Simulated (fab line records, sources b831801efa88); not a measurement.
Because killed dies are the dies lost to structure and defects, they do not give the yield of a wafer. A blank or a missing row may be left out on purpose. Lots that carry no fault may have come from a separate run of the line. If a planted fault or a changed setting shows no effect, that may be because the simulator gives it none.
Chamber matching	flow gf180mcu	3 sister chambers for GF_V4_CVD_02 on pecvd-02
The step deposits SiO2 from TEOS, target thk 850 nm, time 94.851 s. 6 wafers are shown with their chamber, then 7 later ones without.

## WAFERS PAIRED WITH THEIR CHAMBERS
wafer	chamber	heater_power_w (W)
L596.5	2	683
L599.4	1	613
L600.1	2	793
L600.4	0	571
L606.1	0	480
L606.3	1	624

## WAFERS WHOSE CHAMBER IS MISSING
wafer	heater_power_w (W)
L606.5	669
L614.2	671
L614.4	759
L614.6	763
L615.1	688
L615.2	679
L615.5	550

## EACH ONE'S CHAMBER
wafer	from the rows above	in truth
L606.5	can't be placed: 1 or 2 or 0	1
L614.2	can't be placed: 1 or 2 or 0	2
L614.4	2	2
L614.6	2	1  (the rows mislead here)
L615.1	can't be placed: 2 or 1 or 0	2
L615.2	can't be placed: 2 or 1 or 0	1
L615.5	can't be placed: 0 or 1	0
Correct placement for 1 of the 7. Cannot be placed on the basis of these rows: 5; the candidates contain the true chamber in 5. Placed wrongly: 1.
How it was worked out, from the rows above alone: a wafer's distance from a chamber is the root of the sum, over the readings, of the square of ((its reading less the chamber's mean) divided by the reading's scatter). The wafer belongs to the nearest chamber; if the next one is less than 2 further off, it can't be placed. The mean given for a chamber averages the wafers shown for that chamber. The scatter: take each reading less its chamber's mean, square it, sum over the shown wafers, divide by the number of wafers less the number of chambers, and take the root.
